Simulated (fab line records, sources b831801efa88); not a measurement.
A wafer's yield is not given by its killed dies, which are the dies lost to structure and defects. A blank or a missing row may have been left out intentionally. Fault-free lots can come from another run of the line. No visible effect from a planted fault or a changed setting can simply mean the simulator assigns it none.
A lot that was struck, set against a sound lot / flow sky130 / 17 steps out of a route of 708
Sound: the wafers L342.2, L342.3, L342.5. The struck wafers were L363.1, L363.2, L363.4. Last of all comes the cause.
Order at every step that has rows: each side's tool, ch and its chambers, its first start. Under that, the readings that differ: sound wafers / struck wafers / difference of the means / sigmas: that difference in standard deviations of wafers without a fault.
alike: a reading whose means differ by less than 2 such deviations, as well as words and numbers matching on both sides. not compared: withheld readings; readings where some wafer has no value; bounds like >300 that might hide an equal value; numbers whose values overlap and for which the record gives no deviation.
The two part at a step that has a row with sigmas, a row that says differs or no value, or rows on one side only. Numbers that have no deviation but don't overlap get no sigmas and don't part them. A reading that every wafer of one side lacks parts them only if that side has two wafers or more.

SKY_LDD_HVN_OVL_MEAS_07:
  struck on overlay-02, day 28 01:22; sound on overlay-02, day 20 11:30
  alike: LDD_HVN_OVL
next, for these wafers, 1 step has no rows: SKY_LDD_HVN_IMPLANT_08.
SKY_LDD_HVN_STRIP_09: strips in O2/N2.
  sound on plasma_asher-01 ch 0,1, day 20 11:41; struck on plasma_asher-03 ch 0,1, day 28 01:34
reading=oes_product_au (a.u.); sound=0.415 0.413 0.418; struck=0.404 0.411 0.405; difference=-0.009; sigmas=-2
  alike: drypump_motor_current_A, o2_flow_sccm, strip_time_to_endpoint_s
  not compared: rf_hours_counter_h
SKY_LDD_HVN_TW_MEAS_10:
  struck on film_metro-03, day 28 01:40; sound on film_metro-03, day 20 11:47
  alike: LDD_HVN_TW
then, 7 steps without rows for these wafers: SKY_LDD_HVP_DEHYDRATE_00 (time 60 s); SKY_LDD_HVP_HMDS_01 (prime time 60 s); SKY_LDD_HVP_COAT_02 (resist thk 300 nm); SKY_LDD_HVP_SOFTBAKE_03 (time 60 s); SKY_LDD_HVP_EXPOSE_04 (exposes mask HVPTM, target cd 700 nm); SKY_LDD_HVP_PEB_05; SKY_LDD_HVP_DEVELOP_06 (develop time 60 s).
SKY_LDD_HVP_OVL_MEAS_07:
  struck on overlay-02, day 29 05:11; sound on overlay-02, day 21 17:39
  alike: LDD_HVP_OVL
SKY_LDD_HVP_IMPLANT_08:
  sound on implanter-01 ch 0, day 21 17:43; struck on implanter-04 ch 0, day 29 05:14
reading=beam_on_s (s); sound=9.97 10.23 9.71; struck=11.52 11.50 11.61; difference=+1.57; sigmas=+8
reading=end_station_pressure_torr (Torr); sound=5.24e-06 5.32e-06 4.98e-06; struck=7.588e-05 8.035e-05 7.877e-05; difference=+7.315e-05; sigmas=+99 or more
reading=faraday_current_uA; sound=96.3 93.6 98.8; struck=82.0 82.1 81.5; difference=-14.4; sigmas=-8
SKY_LDD_HVP_STRIP_09: strips in O2/N2.
  sound on plasma_asher-03 ch 0,1, day 21 17:50; struck on plasma_asher-04 ch 0,1, day 29 05:23
  alike: drypump_motor_current_A, o2_flow_sccm, oes_product_au, strip_time_to_endpoint_s
  not compared: rf_hours_counter_h
SKY_LDD_HVP_TW_MEAS_10:
  struck on film_metro-02, day 29 05:29; sound on film_metro-02, day 21 17:56
reading=LDD_HVP_TW; sound=451.9 452.0 454.1; struck=475.0 475.4 474.8; difference=+22.4; sigmas=+7
then, 1 step without rows for these wafers: SKY_LDD_LDN_DEHYDRATE_00 (time 60 s).
-- a jump in the record: the struck wafers' starts before and after are 21 days apart (it breaks off in module LDD_LDN and resumes in module PAD_OPEN, where the first step shown is number 708 of the route) --
SKY_PAD_OPEN_PROBE_99:
  struck on prober-02, day 50 16:50; sound on prober-01, day 45 21:52
reading=killed_dies; sound=70 90 75; struck=106 97 95; difference=+21; sigmas=+2
reading=killed_short; sound=30 34 28; struck=56 44 46; difference=+18; sigmas=+3
reading=model.etest.tip_p_5v.rs_ohm_sq; sound=2884 2864 2879; struck=2617 2613 2618; difference=-260; sigmas=
  alike: killed_at_M0_to_M3, killed_at_M4_up, killed_at_contacts, killed_at_front_end, killed_at_other, killed_open

## WHERE THEY PART
At SKY_LDD_HVN_STRIP_09 first; at SKY_PAD_OPEN_PROBE_99 last (within this record only).

WHY: whatever the simulator had introduced
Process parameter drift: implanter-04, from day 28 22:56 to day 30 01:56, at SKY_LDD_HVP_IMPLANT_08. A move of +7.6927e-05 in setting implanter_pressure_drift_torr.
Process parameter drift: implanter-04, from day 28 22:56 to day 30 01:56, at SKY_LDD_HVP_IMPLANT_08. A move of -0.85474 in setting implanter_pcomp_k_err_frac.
